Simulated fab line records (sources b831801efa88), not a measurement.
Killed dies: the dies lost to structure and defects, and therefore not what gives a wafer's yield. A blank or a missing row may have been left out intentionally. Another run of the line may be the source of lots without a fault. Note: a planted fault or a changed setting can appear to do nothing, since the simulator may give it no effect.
fab line records	flow sky130
record lots=5	wafers=15	last_day=50
route steps=708 shown NWELL@77 PWDE@84 VT_ADJUST_HVTP@85 VT_ADJUST_LVTN@97 PAD_OPEN@708
lots with no fault: from the same line, run without faults
start_h: hours from the record's opening day to when the first of the lot's shown wafers began	wait_h: time in hours since the lot's previous step	" unchanged from the row above	L1.1+2: a row that stands for several wafers	- no value, or no start was given	* or withheld: withheld	< > ~ a bound
route shown NAME@n: names a module that has steps shown in the file, with the first one's number in the route	usual: mean/standard deviation of fault-free wafers	same: alike in all rows	chamber/n: place in a boat	sites: per-site readings	_std_site: their standard deviation	_edge_site: outer sites' mean less inner sites'	radius_mm: how far each site lies from the wafer's centre	mask NAME#n: copy n	behind: the last tool/chamber to shape the wafer	hold: the reason the lot was held/the length of the hold in hours/how it ended	device: names the non-switching transistor (n, p or np)	end of line: tests run on the same wafers once the route is complete	a step with no rows: only its recipe	killed: dies lost to structure and defects at the first sort, not the wafer's yield	map: per-die view of a wafer (x killed, . not killed, _ where there is no die)
set.NAME: the setting as run; set.NAME@STEP: as run at that earlier step	model.NAME: the simulator's own value behind a step, which no gauge read
certain route steps with their lots: each step a table, each wafer a row
services: from which hour (start_h, from the record's first day; less than 0 if before it) a tool's chamber was out of use, for how many hours, and why
## steps
# step SKY_NWELL_IMPLANT_24
# recipe species=B	energy_kev=140	dose_cm2=9.308e+12	tilt_deg=withheld
# step SKY_NWELL_STRIP_25
# recipe chemistry=O2/N2	power_w=1400	pressure_mtorr=1500	platen_temp_c=withheld	o2_flow_sccm=3000	n2_flow_sccm=300	overash_fraction=0.5
# usual drypump_motor_current_A=6.0/0.46	oes_product_au=0.723/0.004	strip_time_to_endpoint_s=36.96/0.1
lot.wafer	tool	chamber	start_h	wait_h	drypump_motor_current_A	oes_product_au	rf_hours_counter_h	strip_time_to_endpoint_s
L795.1	plasma_asher-04	0	153.50	0.1	5.2	0.724	33	37.03
L795.2	"	1	"	"	5.7	0.721	33	37.03
L795.4	"	0	"	"	5.2	0.726	-	36.92
L796.1	plasma_asher-04	0	162.30	0.1	5.2	0.727	34	36.85
L796.2	"	1	"	"	5.7	0.717	34	36.91
L796.5	"	1	"	"	5.7	0.718	-	36.89
L800.2	plasma_asher-02	1	184.82	0.1	6.5	0.717	52	36.94
L800.4	"	1	"	"	6.5	0.724	-	36.89
L800.5	"	1	"	"	6.5	0.723	-	36.90
L802.3	plasma_asher-02	0	196.15	0.1	6.3	0.729	-	36.84
L802.4	"	1	"	"	6.5	0.732	-	36.95
L802.6	"	1	"	"	6.5	0.721	-	36.82
L808.1	plasma_asher-04	1	233.17	0.1	5.7	0.729	40	37.21
L808.5	"	0	"	"	5.2	0.728	-	37.12
L808.6	"	1	"	"	5.7	0.727	-	37.10
# step SKY_NWELL_TW_MEAS_26
# usual NWELL_2_TW=497/4.4
lot.wafer	tool	chamber	start_h	wait_h	NWELL_2_TW
L795.1	film_metro-01	-	153.60	0.1	501
L795.2	"	-	"	"	499
L795.4	"	-	"	"	499
L796.1	film_metro-04	-	162.40	0.1	490
L796.2	"	-	"	"	491
L796.5	"	-	"	"	491
L800.2	film_metro-04	-	184.93	0.1	494
L800.4	"	-	"	"	488
L800.5	"	-	"	"	492
L802.3	film_metro-01	-	196.24	0.1	499
L802.4	"	-	"	"	499
L802.6	"	-	"	"	499
L808.1	film_metro-02	-	233.27	0.1	502
L808.5	"	-	"	"	499
L808.6	"	-	"	"	503
# step SKY_NWELL_CLEAN_27
# recipe chemistry=SC1/SC2	mix=1:4:20	temp_c=70	time_s=150	dry=n2_spin
# step SKY_NWELL_RTA_28
# recipe temp_c=1050	time_s=30	idle_temp_c=650	ramp_up_c_per_s=150	ramp_down_c_per_s=90	ambient=N2
# usual lamp_power_pct=25.31/0.053	wafer_temp_C_max=1054.9/1
lot.wafer	tool	chamber	start_h	wait_h	lamp_power_pct	wafer_temp_C_max
L795.1	rtp_anneal-02	0	153.71	0.0	25.33	1054.0
L795.2	"	0	"	"	25.23	1056.6
L795.4	"	0	"	"	25.28	1054.3
L796.1	rtp_anneal-01	0	162.52	0.0	25.35	1054.8
L796.2	"	0	"	"	25.30	1053.5
L796.5	"	0	"	"	25.30	1053.2
L800.2	rtp_anneal-02	0	185.04	0.0	25.35	1055.3
L800.4	"	0	"	"	25.33	1056.5
L800.5	"	0	"	"	25.27	1056.0
L802.3	rtp_anneal-02	0	196.36	0.0	25.27	1054.8
L802.4	"	0	"	"	25.31	1054.8
L802.6	"	0	"	"	25.20	1053.7
L808.1	rtp_anneal-01	0	233.38	0.0	25.34	1053.9
L808.5	"	0	"	"	25.25	1055.4
L808.6	"	0	"	"	25.30	1056.1
# step SKY_NWELL_RS_MEAS_29
# recipe thk_meas_gauge=four-point-probe
# usual NWELL_RS=623.8/1.5
lot.wafer	tool	chamber	start_h	wait_h	NWELL_RS[ohm/sq]
L795.1	film_metro-04	-	153.81	0.1	623.8
L795.2	"	-	"	"	624.2
L795.4	"	-	"	"	623.7
L796.1	film_metro-01	-	162.62	0.1	624.8
L796.2	"	-	"	"	624.1
L796.5	"	-	"	"	622.7
L800.2	film_metro-02	-	185.15	0.1	624.4
L800.4	"	-	"	"	624.9
L800.5	"	-	"	"	624.8
L802.3	film_metro-04	-	196.47	0.1	623.9
L802.4	"	-	"	"	624.0
L802.6	"	-	"	"	626.4
L808.1	film_metro-02	-	233.48	0.1	621.4
L808.5	"	-	"	"	620.4
L808.6	"	-	"	"	621.0
# step SKY_NWELL_RS_MEAS_31
# recipe thk_meas_gauge=four-point-probe
# usual PWDE_RS=5179/17
lot.wafer	tool	chamber	start_h	wait_h	PWDE_RS[ohm/sq]
L795.1	film_metro-04	-	154.05	0.1	5184
L795.2	"	-	"	"	5193
L795.4	"	-	"	"	5178
L796.1	film_metro-01	-	162.86	0.1	5169
L796.2	"	-	"	"	5175
L796.5	"	-	"	"	5171
L800.2	film_metro-02	-	185.39	0.1	5172
L800.4	"	-	"	"	5186
L800.5	"	-	"	"	5188
L802.3	film_metro-04	-	196.71	0.1	5160
L802.4	"	-	"	"	5165
L802.6	"	-	"	"	5164
L808.1	film_metro-02	-	233.72	0.1	5185
L808.5	"	-	"	"	5187
L808.6	"	-	"	"	5208
# step SKY_VT_ADJUST_HVTP_DEHYDRATE_00
# recipe temp_c=200	time_s=60
# step SKY_VT_ADJUST_HVTP_HMDS_01
# recipe prime_time_s=60	prime_temp_c=120
# step SKY_VT_ADJUST_HVTP_COAT_02
# recipe resist=NOVOLAK	spin_rpm=3000	resist_thk_nm=1140
# step SKY_VT_ADJUST_HVTP_SOFTBAKE_03
# recipe temp_c=90	time_s=60	resist=NOVOLAK
# step SKY_VT_ADJUST_HVTP_EXPOSE_04
# recipe mask_id=HVTPM	na=0.6	source_shape=conventional	sigma_outer=0.6	polarization=unpolarized	target_cd_nm=380	dose_mj=140
# usual reticle_temp_C=23.01/0.096
lot.wafer	tool	chamber	start_h	wait_h	mask	reticle_temp_C
L795.1	iline_stepper-01	0	163.39	-	NWM_COMPLEMENT#0	23.16
L795.2	"	0	"	"	NWM_COMPLEMENT#0	22.99
L795.4	"	0	"	"	NWM_COMPLEMENT#0	23.09
L796.1	iline_stepper-02	0	173.26	-	HVTPM#0	23.11
L796.2	"	0	"	"	HVTPM#0	23.15
L796.5	"	0	"	"	HVTPM#0	23.08
L800.2	iline_stepper-02	0	196.59	-	HVTPM#0	23.14
L800.4	"	0	"	"	HVTPM#0	23.06
L800.5	"	0	"	"	HVTPM#0	22.97
L802.3	iline_stepper-01	0	208.01	-	HVTPM#0	23.03
L802.4	"	0	"	"	HVTPM#0	22.85
L802.6	"	0	"	"	HVTPM#0	22.99
L808.1	iline_stepper-02	0	243.83	-	HVTPM#0	22.88
L808.5	"	0	"	"	HVTPM#0	22.89
L808.6	"	0	"	"	HVTPM#0	23.03
# step SKY_VT_ADJUST_HVTP_PEB_05
# recipe temp_c=withheld	time_s=*	resist=NOVOLAK
# step SKY_VT_ADJUST_HVTP_DEVELOP_06
# recipe resist=NOVOLAK	developer=TMAH	develop_time_s=60	dev_temp_c=23
# step SKY_VT_ADJUST_HVTP_CD_MEAS_07
# recipe target_cd_nm=380
# usual cd_nm=379.7/2.4
lot.wafer	tool	chamber	start_h	wait_h	cd_nm
L795.1	cd_sem-02	-	173.58	0.1	-
L795.2	"	-	"	"	-
L795.4	"	-	"	"	-
L796.1	cd_sem-01	-	183.97	0.1	380.3
L796.2	"	-	"	"	381.2
L796.5	"	-	"	"	381.1
L800.2	cd_sem-02	-	206.60	0.1	384.2
L800.4	"	-	"	"	383.6
L800.5	"	-	"	"	386.0
L802.3	cd_sem-01	-	214.32	0.2	381.9
L802.4	"	-	"	"	382.8
L802.6	"	-	"	"	383.5
L808.1	cd_sem-02	-	255.98	0.1	379.1
L808.5	"	-	"	"	380.4
L808.6	"	-	"	"	382.1
# step SKY_VT_ADJUST_HVTP_OVL_MEAS_08
# usual VT_ADJUST_HVTP_OVL=-0.2/1.2
lot.wafer	tool	chamber	start_h	wait_h	VT_ADJUST_HVTP_OVL[nm]
L795.1	overlay-01	-	173.70	0.1	-
L795.2	"	-	"	"	-
L795.4	"	-	"	"	-
L796.1	overlay-01	-	184.09	0.1	1.2
L796.2	"	-	"	"	0.1
L796.5	"	-	"	"	0.0
L800.2	overlay-02	-	212.76	6.1	-1.2
L800.4	"	-	"	"	-3.2
L800.5	"	-	"	"	-2.4
L802.3	overlay-01	-	214.41	0.1	-2.1
L802.4	"	-	"	"	-2.8
L802.6	"	-	"	"	-1.8
L808.1	overlay-02	-	256.10	0.1	1.4
L808.5	"	-	"	"	0.4
L808.6	"	-	"	"	0.1
# step SKY_VT_ADJUST_HVTP_IMPLANT_09
# recipe species=As	energy_kev=150	dose_cm2=4.3e+12	tilt_deg=withheld
# step SKY_VT_ADJUST_HVTP_STRIP_10
# recipe chemistry=O2/N2	power_w=1400	pressure_mtorr=1500	platen_temp_c=withheld	o2_flow_sccm=3000	n2_flow_sccm=300	overash_fraction=0.5
# usual drypump_motor_current_A=5.6/0.32	oes_product_au=0.716/0.0045	strip_time_to_endpoint_s=14.19/0.036
lot.wafer	tool	chamber	start_h	wait_h	drypump_motor_current_A	oes_product_au	rf_hours_counter_h	strip_time_to_endpoint_s
L795.1	plasma_asher-03	1	173.89	0.1	5.7	0.718	47	14.18
L795.2	"	0	"	"	5.2	0.718	47	14.21
L795.4	"	1	"	"	5.7	0.712	-	14.22
L796.1	plasma_asher-03	0	184.27	0.1	5.2	0.714	48	14.19
L796.2	"	1	"	"	5.7	0.711	48	14.15
L796.5	"	1	"	"	5.7	0.720	-	14.15
L800.2	plasma_asher-04	0	213.44	0.1	5.2	0.721	38	14.21
L800.4	"	1	"	"	5.7	0.725	-	14.18
L800.5	"	1	"	"	5.7	0.722	-	14.16
L802.3	plasma_asher-04	1	215.72	0.1	5.7	0.719	-	14.13
L802.4	"	0	"	"	5.2	0.722	-	14.18
L802.6	"	1	"	"	5.7	0.709	-	14.12
L808.1	plasma_asher-01	0	256.29	0.1	5.7	0.718	13	14.18
L808.5	"	0	"	"	5.7	0.712	-	14.18
L808.6	"	1	"	"	6.1	0.724	-	14.18
# step SKY_VT_ADJUST_HVTP_TW_MEAS_11
# usual VT_ADJUST_HVTP_TW=1355/14
lot.wafer	tool	chamber	start_h	wait_h	VT_ADJUST_HVTP_TW
L795.1	film_metro-03	-	173.99	0.1	30
L795.2	"	-	"	"	30
L795.4	"	-	"	"	30
L796.1	film_metro-02	-	184.37	0.1	1359
L796.2	"	-	"	"	1364
L796.5	"	-	"	"	1362
L800.2	film_metro-03	-	213.55	0.1	1359
L800.4	"	-	"	"	1353
L800.5	"	-	"	"	1361
L802.3	film_metro-04	-	215.81	0.1	1334
L802.4	"	-	"	"	1331
L802.6	"	-	"	"	1340
L808.1	film_metro-02	-	256.39	0.1	1366
L808.5	"	-	"	"	1365
L808.6	"	-	"	"	1359
# step SKY_VT_ADJUST_LVTN_DEHYDRATE_00
# recipe temp_c=200	time_s=60
# step SKY_PAD_OPEN_PROBE_99
# usual killed_at_M0_to_M3=43/6.3	killed_at_M4_up=3.3/1.7	killed_at_contacts=24/5.4	killed_at_front_end=16/4.6	killed_at_other=0.4/0.7	killed_dies=87/9.4	killed_on_rim=17/3.9	killed_open=47/6.9	killed_short=39/6.1
# same gross_dies=492	killed_at_back_side=0
lot.wafer	tool	chamber	start_h	wait_h	killed_at_M0_to_M3	killed_at_M4_up	killed_at_contacts	killed_at_front_end	killed_at_other	killed_dies	killed_on_rim	killed_open	killed_short
L795.1	prober-02	-	1123.95	0.1	49	5	20	418	0	492	96	43	45
L795.2	prober-02	-	1124.00	0.1	42	6	21	423	0	492	96	47	38
L795.4	prober-02	-	1124.10	0.2	39	3	25	424	1	492	96	59	29
L796.1	prober-02	-	1134.61	0.1	32	3	16	17	0	68	13	32	36
L796.2	prober-02	-	1134.66	0.1	43	2	24	7	1	77	16	50	27
L796.5	prober-02	-	1134.81	0.2	44	3	30	13	1	91	23	42	49
# killed by level:class
L795.1 VT_ADJUST_HVTP:area_expose=403 VIA1:geometric_particle:open=12 METAL1:geometric_particle:short=8 CONTACT:geometric_particle:open=7 VIA3:geometric_particle:open=7 VIA1:geometric_particle:short=6 LI_CONTACT:geometric_particle:open=5 METAL2:geometric_particle:short=5
L795.2 VT_ADJUST_HVTP:area_expose=405 VIA2:geometric_particle:open=11 CONTACT:geometric_particle:open=9 VIA1:geometric_particle:short=7 VIA1:geometric_particle:open=7 FIELD_ISO:geometric_particle:open=6 METAL1:geometric_particle:short=6 FIELD_ISO:geometric_particle:short=5
L795.4 VT_ADJUST_HVTP:area_expose=404 LI_CONTACT:geometric_particle:open=10 CONTACT:geometric_particle:open=9 VIA3:geometric_particle:open=9 VIA1:geometric_particle:open=9 VIA2:geometric_particle:open=8 FIELD_ISO:geometric_particle:open=6 FIELD_ISO:geometric_particle:short=5
L796.1 VIA1:geometric_particle:open=7 METAL2:geometric_particle:short=6 CONTACT:geometric_particle:open=6 VIA2:geometric_particle:open=6 FIELD_ISO:geometric_particle:open=4 POLY_GATE:geometric_particle:short=4 LI_CONTACT:geometric_particle:open=3 CONTACT:geometric_particle:short=3
L796.2 VIA1:geometric_particle:open=11 LI_CONTACT:geometric_particle:open=9 VIA2:geometric_particle:open=9 CONTACT:geometric_particle:open=6 VIA3:geometric_particle:open=6 CONTACT:geometric_particle:short=4 METAL2:geometric_particle:short=4 LOCAL_INTERCONNECT:geometric_particle:short=3
L796.5 CONTACT:geometric_particle:open=11 VIA2:geometric_particle:open=9 METAL1:geometric_particle:short=8 CONTACT:geometric_particle:short=7 VIA1:geometric_particle:open=6 VIA3:geometric_particle:open=6 LI_CONTACT:geometric_particle:open=5 LI_CONTACT:geometric_particle:short=5
# map L795.1 (x killed, . not)
__________xxxxxxxxxx_________
________xxxxxxxxxxxxxx_______
______xxxxxxxxxxxxxxxxxx_____
_____xxxxxxxxxxxxxxxxxxxx____
____xxxxxxxxxxxxxxxxxxxxxx___
___xxxxxxxxxxxxxxxxxxxxxxxx__
__xxxxxxxxxxxxxxxxxxxxxxxxxx_
_xxxxxxxxxxxxxxxxxxxxxxxxxxxx
_xxxxxxxxxxxxxxxxxxxxxxxxxxxx
_xxxxxxxxxxxxxxxxxxxxxxxxxxxx
_xxxxxxxxxxxxxxxxxxxxxxxxxxxx
_xxxxxxxxxxxxxxxxxxxxxxxxxxxx
_xxxxxxxxxxxxxxxxxxxxxxxxxxxx
_xxxxxxxxxxxxxxxxxxxxxxxxxxxx
_xxxxxxxxxxxxxxxxxxxxxxxxxxxx
__xxxxxxxxxxxxxxxxxxxxxxxxxx_
___xxxxxxxxxxxxxxxxxxxxxxxx__
____xxxxxxxxxxxxxxxxxxxxxx___
_____xxxxxxxxxxxxxxxxxxxx____
______xxxxxxxxxxxxxxxxxx_____
________xxxxxxxxxxxxxx_______
__________xxxxxxxxxx_________
# map L802.6 (x killed, . not)
__________....x....._________
________....xx.......x_______
______....xx..x.x..x...x_____
_____.............x......____
____x....x......x.x.......___
___.x.x...x..........xx...x__
__x.x.......xx.x..x.xxx....._
_..........x.......x....x...x
_..x.x...........x...x...x...
_..x...........x....xx.......
_.x....x...xx.x..xxx.......x.
_...xx...x.x..x.....xx.....xx
_.xxx.xx...................x.
_x..x.x...x..x.x....x........
_.................xx......x..
__..x...x...x.......x.x....._
___...x....x.........x.....__
____.xx...............x...___
_____x..........x.x...x..____
______..xx...x...x.xxx.x_____
________xx....x.x..x.._______
__________........x._________
## services
tool	chamber	start_h	hours	kind
iline_stepper-02	-	142.00	1.7	pm
iline_stepper-01	0	180.13	-	calibration
iline_stepper-01	-	188.59	4.4	repair
iline_stepper-02	0	201.23	-	calibration
rtp_anneal-02	-	233.37	6.5	pm
rtp_anneal-01	-	255.07	5.1	repair
## key
first_sign step=SKY_VT_ADJUST_HVTP_EXPOSE_04	reading=mask	direction=changed
effect step=SKY_VT_ADJUST_HVTP_CD_MEAS_07	reading=cd_nm	direction=missing
effect step=SKY_VT_ADJUST_HVTP_OVL_MEAS_08	reading=VT_ADJUST_HVTP_OVL	direction=missing
effect step=SKY_VT_ADJUST_HVTP_TW_MEAS_11	reading=VT_ADJUST_HVTP_TW	direction=down	sigmas=91	usual=1355	struck=30
effect step=SKY_PAD_OPEN_PROBE_99	reading=killed_at_front_end	direction=up	sigmas=88	usual=16	struck=422
more_kills_born_at SKY_VT_ADJUST_HVTP_EXPOSE_04@iline_stepper-01=1212
met_at SKY_VT_ADJUST_HVTP_EXPOSE_04
struck_wafers L795.1,L795.2,L795.4
tester_left_out L795
fault kind=wrong_mask	tool=any	chamber=-	onset_h=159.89	steps=SKY_VT_ADJUST_HVTP_EXPOSE_04	aux_copy=NWM_COMPLEMENT#0	scope=struck_lots_only
# tester_left_out: of these lots the tester's yield and bins aren't shown, on N5 and GAA mostly nor the transistor test; their killed dies are dies lost to structure and defects alone, not to doping, threshold or leakage, so they don't give the yield
